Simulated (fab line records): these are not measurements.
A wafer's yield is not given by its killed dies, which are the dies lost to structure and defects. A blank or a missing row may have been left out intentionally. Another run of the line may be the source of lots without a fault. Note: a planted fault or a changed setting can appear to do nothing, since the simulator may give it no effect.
Matching of chambers + flow gf180mcu + 4 sister chambers for GF_V2_ETCH_16 on rie diel-02
The step etches BARC in N2/H2. 14 wafers are shown with their chamber, then 7 later ones without.

== EACH WAFER AND ITS CHAMBER ==
| wafer  | chamber | drypump motor current A (A) | oes product au (a.u.) | throttle valve pct (%) |
|--------|---------|-----------------------------|-----------------------|------------------------|
| L770.2 | 1       | 6.3                         | 0.852                 | 13.212                 |
| L770.4 | 0       | 5.4                         | 0.854                 | 13.233                 |
| L770.5 | 2       | 5.5                         | 0.851                 | 13.225                 |
| L771.3 | 3       | 5.8                         | 0.860                 | 13.229                 |
| L771.4 | 0       | 5.4                         | 0.852                 | 13.210                 |
| L771.6 | 3       | 5.8                         | 0.852                 | 13.218                 |
| L776.1 | 2       | 5.5                         | 0.857                 | 13.226                 |
| L776.2 | 1       | 6.2                         | 0.853                 | 13.229                 |
| L776.4 | 2       | 5.5                         | 0.859                 | 13.220                 |
| L784.1 | 1       | 6.2                         | 0.852                 | 13.221                 |
| L784.3 | 3       | 5.8                         | 0.852                 | 13.211                 |
| L784.6 | 3       | 5.8                         | 0.856                 | 13.219                 |
| L789.1 | 2       | 5.5                         | 0.860                 | 13.221                 |
| L789.2 | 1       | 6.3                         | 0.850                 | 13.221                 |

SIGNATURES, as means of the wafers listed above
| reading                 | chamber 0 | chamber 1 | chamber 2 | chamber 3 | scatter within a chamber |
|-------------------------|-----------|-----------|-----------|-----------|--------------------------|
| drypump motor current A | 5.400     | 6.250     | 5.500     | 5.800     | 0.0316                   |
| oes product au          | 0.85300   | 0.85175   | 0.85675   | 0.85500   | 0.00315                  |
| throttle valve pct      | 13.22150  | 13.22075  | 13.22300  | 13.21925  | 0.00775                  |
Rule: for each reading, subtract the chamber's mean from the wafer's reading, divide by that reading's scatter and square the result; add these up over the readings and take the root, which gives the wafer's distance from the chamber. If the next closest chamber is less than 2 further off than the closest, the wafer can't be placed; otherwise it belongs to the closest. The scatter: take each reading less its chamber's mean, square it, sum over the shown wafers, divide by the number of wafers less the number of chambers, and take the root.

== WAFERS WITH NO CHAMBER GIVEN ==
| wafer  | drypump motor current A (A) | oes product au (a.u.) | throttle valve pct (%) |
|--------|-----------------------------|-----------------------|------------------------|
| L789.6 | 5.5                         | 0.856                 | 13.228                 |
| L791.1 | 6.3                         | 0.856                 | 13.214                 |
| L791.3 | 5.8                         | 0.846                 | 13.224                 |
| L791.5 | 5.5                         | 0.854                 | 13.220                 |
| L792.2 | 5.4                         | 0.850                 | 13.225                 |
| L792.3 | 5.5                         | 0.853                 | 13.231                 |
| L792.6 | 5.4                         | 0.854                 | 13.231                 |

== CHAMBER TAKEN BY EACH ==
| wafer  | from the rows above     | in truth |
|--------|-------------------------|----------|
| L789.6 | 2                       | 2        |
| L791.1 | 1                       | 1        |
| L791.3 | 3                       | 3        |
| L791.5 | 2                       | 2        |
| L792.2 | 0                       | 0        |
| L792.3 | can't be placed: 2 or 0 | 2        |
| L792.6 | 0                       | 0        |
Placed correctly: 6 of 7. Can't be placed from these rows: 1 (the true chamber is among the candidates in 1). 0 placed wrongly.
